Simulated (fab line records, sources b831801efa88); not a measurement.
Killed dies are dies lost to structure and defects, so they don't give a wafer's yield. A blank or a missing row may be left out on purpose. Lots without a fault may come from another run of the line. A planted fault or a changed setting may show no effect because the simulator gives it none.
Tool commonality check | flow gf180mcu | 12 lots, 35 wafers sampled

WHY IT WAS OPENED
At GF_V4_RS_MEAS_24 the reading V4_W_RS is flagged on 1 of 12 lots. Wafers without a fault read 0.329 ohm/sq, standard deviation 0.0038.
Rule: a lot is flagged when every wafer of it that has a number lies more than 4 standard deviations from that mean, or none has a number. The other lots count as sound.

lot  | measured     | on            | V4_W_RS (ohm/sq), wafer by wafer | flag
L881 | day 24 11:06 | film_metro-02 | 0.329 0.328 0.331                |
L882 | day 24 20:14 | film_metro-04 | 0.336 0.326 0.334                |
L884 | day 25 12:54 | film_metro-01 | 0.329 0.328 0.324                |
L887 | day 26 10:59 | film_metro-04 | 0.336 0.333 0.332                |
L889 | day 27 06:22 | film_metro-02 | 0.328 0.323 0.326                |
L892 | day 28 01:26 | film_metro-01 | 0.337 0.327 0.333                |
L894 | day 28 16:40 | film_metro-02 | 0.355 0.358                      | FLAGGED
L895 | day 29 00:24 | film_metro-04 | 0.336 0.329 0.331                |
L896 | day 29 09:13 | film_metro-01 | 0.327 0.327 0.323                |
L898 | day 29 18:49 | film_metro-04 | 0.335 0.330 0.325                |
L899 | day 30 02:49 | film_metro-01 | 0.333 0.334 0.335                |
L900 | day 30 06:14 | film_metro-04 | 0.324 0.329 0.323                |
The numbers of the flagged lots are 0.356 ohm/sq on average: +0.027 ohm/sq against the usual, or +7 standard deviations.

WHICH TOOL RAN EACH LOT
The record holds 1 process step before the reading, out of a route of 602 steps. In each cell: the tool, then ch and the chambers that the sampled wafers went through, then the start.
lot  | flag    | GF_V4_CVD_23
L881 |         | cvd_w-01 ch 0,1, day 24 10:59
L882 |         | cvd_w-02 ch 0,1, day 24 20:07
L884 |         | cvd_w-02 ch 0,1, day 25 12:47
L887 |         | cvd_w-02 ch 0,1, day 26 10:51
L889 |         | cvd_w-01 ch 0,1, day 27 06:15
L892 |         | cvd_w-02 ch 0,1, day 28 01:20
L894 | FLAGGED | cvd_w-02 ch 1, day 28 16:29
L895 |         | cvd_w-01 ch 0,1, day 29 00:17
L896 |         | cvd_w-01 ch 0,1, day 29 09:05
L898 |         | cvd_w-01 ch 0,1, day 29 18:43
L899 |         | cvd_w-01 ch 1, day 30 02:41
L900 |         | cvd_w-01 ch 0,1, day 30 06:08
What these steps do:
- GF_V4_CVD_23: deposits W, target thk 350 nm, time 104.9 s.
- GF_V4_RS_MEAS_24: measures by four-point-probe.

FLAGGED OVER TOTAL, TOOL BY TOOL (the gauges that took the reading come last)
step             | tool          | lots run | flagged | share of the flagged lots | sound lots run after its first flagged lot
GF_V4_CVD_23     | cvd_w-01      | 7        | 0       | none                      | -
GF_V4_CVD_23     | cvd_w-02      | 5        | 1       | all                       | 0
GF_V4_RS_MEAS_24 | film_metro-01 | 4        | 0       | none                      | -
GF_V4_RS_MEAS_24 | film_metro-02 | 3        | 1       | all                       | 0
GF_V4_RS_MEAS_24 | film_metro-04 | 5        | 0       | none                      | -

WHAT THE TABLE ALLOWS
2 rows of the table ran every flagged lot: cvd_w-02 at GF_V4_CVD_23, film_metro-02 at GF_V4_RS_MEAS_24.
- cvd_w-02 at GF_V4_CVD_23: 1 of its 5 lots flagged. Its last sound lot is L892 (day 28 01:20), its first flagged lot L894 (day 28 16:29): a fault that began between those two fits. Its own readings lie more than 4 standard deviations out on every wafer of the flagged lots: chamber_pressure_Torr.
- film_metro-02 at GF_V4_RS_MEAS_24: 1 of its 3 lots flagged. Its last sound lot is L889 (day 27 06:22), its first flagged lot L894 (day 28 16:40): a fault that began between those two fits.
Counting lots can't tell these 2 tools apart, because each fits a fault that began at some hour. More lots, or a look at what each step does to the wafer, might.

WHAT THE SIMULATOR HAD PUT IN
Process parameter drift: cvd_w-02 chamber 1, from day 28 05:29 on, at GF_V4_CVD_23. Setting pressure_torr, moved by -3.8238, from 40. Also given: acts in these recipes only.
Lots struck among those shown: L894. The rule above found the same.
